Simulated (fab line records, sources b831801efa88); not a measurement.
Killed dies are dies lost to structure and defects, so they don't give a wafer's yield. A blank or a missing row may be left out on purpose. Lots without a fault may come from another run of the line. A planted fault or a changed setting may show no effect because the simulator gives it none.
Tool commonality check | flow gf180mcu | 14 lots, 42 wafers sampled

WHY IT WAS OPENED
At GF_HV_LDD_OVL_MEAS_47 the reading HV_LDD_03_OVL is flagged on 2 of 14 lots. Wafers without a fault read -0.3 nm, standard deviation 1.3.
Rule: a lot is flagged when every wafer of it that has a number lies more than 4 standard deviations from that mean, or none has a number. The other lots count as sound.

lot  | measured     | on         | HV_LDD_03_OVL (nm), wafer by wafer | flag
L965 | day 12 00:35 | overlay-02 | 1.7 2.3 1.4                        |
L966 | day 12 12:23 | overlay-02 | 1.9 -0.2 -0.3                      |
L967 | day 12 15:11 | overlay-02 | 0.0 0.1 -0.4                       |
L968 | day 13 05:38 | overlay-01 | 0.0 0.3 0.3                        |
L970 | day 14 01:23 | overlay-01 | 0.2 1.1 0.0                        |
L971 | day 14 13:46 | overlay-01 | 0.3 -1.6 -1.0                      |
L972 | day 14 13:58 | overlay-02 | -2.4 -1.4 -0.3                     |
L974 | day 15 21:47 | overlay-02 | -0.8 -0.2 -0.6                     |
L976 | day 16 06:55 | overlay-01 | 2.5 1.9 2.0                        |
L978 | day 17 04:35 | overlay-02 | -1.8 -3.2 -0.9                     |
L981 | day 17 18:55 | overlay-02 | 238.7 238.9 237.9                  | FLAGGED
L983 | day 18 09:46 | overlay-02 | 239.4 239.7 240.5                  | FLAGGED
L985 | day 19 00:19 | overlay-02 | 0.6 0.2 0.5                        |
L988 | day 19 18:58 | overlay-02 | -3.4 -3.6 -3.5                     |
The numbers of the flagged lots are 239.2 nm on average: +239.5 nm against the usual, or +99 or more standard deviations.

WHICH TOOL RAN EACH LOT
The record holds 1 process step before the reading, out of a route of 602 steps. In each cell: the tool, then ch and the chambers that the sampled wafers went through, then the start.
lot  | flag    | GF_HV_LDD_EXPOSE_43
L965 |         | iline_stepper-01 ch 0, day 11 16:12
L966 |         | iline_stepper-01 ch 0, day 12 03:50
L967 |         | iline_stepper-02 ch 0, day 12 06:37
L968 |         | iline_stepper-02 ch 0, day 12 19:34
L970 |         | iline_stepper-02 ch 0, day 13 14:49
L971 |         | iline_stepper-01 ch 0, day 14 04:20
L972 |         | iline_stepper-02 ch 0, day 14 04:41
L974 |         | iline_stepper-01 ch 0, day 15 10:36
L976 |         | iline_stepper-01 ch 0, day 15 19:39
L978 |         | iline_stepper-01 ch 0, day 16 17:18
L981 | FLAGGED | iline_stepper-01 ch 0, day 17 07:41
L983 | FLAGGED | iline_stepper-01 ch 0, day 17 22:23
L985 |         | iline_stepper-02 ch 0, day 18 11:46
L988 |         | iline_stepper-02 ch 0, day 19 06:32
What these steps do:
- GF_HV_LDD_EXPOSE_43: exposes mask Pplus HV AREA, target cd 400 nm.
- GF_HV_LDD_OVL_MEAS_47

FLAGGED OVER TOTAL, TOOL BY TOOL (the gauges that took the reading come last)
step                  | tool             | lots run | flagged | share of the flagged lots | sound lots run after its first flagged lot
GF_HV_LDD_EXPOSE_43   | iline_stepper-01 | 8        | 2       | all                       | 0
GF_HV_LDD_EXPOSE_43   | iline_stepper-02 | 6        | 0       | none                      | -
GF_HV_LDD_OVL_MEAS_47 | overlay-01       | 4        | 0       | none                      | -
GF_HV_LDD_OVL_MEAS_47 | overlay-02       | 10       | 2       | all                       | 2 (L985,L988)

WHAT THE TABLE ALLOWS
2 rows of the table ran every flagged lot: iline_stepper-01 at GF_HV_LDD_EXPOSE_43, overlay-02 at GF_HV_LDD_OVL_MEAS_47.
- iline_stepper-01 at GF_HV_LDD_EXPOSE_43: 2 of its 8 lots flagged. Its last sound lot is L978 (day 16 17:18), its first flagged lot L981 (day 17 07:41): a fault that began between those two fits.
- overlay-02 at GF_HV_LDD_OVL_MEAS_47: 2 of its 10 lots flagged. Sound lots ran on it after the first flagged one (L985, L988), which a lasting fault on the whole tool wouldn't allow.
One tool is left: iline_stepper-01 at GF_HV_LDD_EXPOSE_43.

WHAT THE SIMULATOR HAD PUT IN
Scanner matching overlay: iline_stepper-01, from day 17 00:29 on, at GF_HV_LDD_EXPOSE_43. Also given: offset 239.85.
Lots struck among those shown: L981, L983. The rule above found the same.
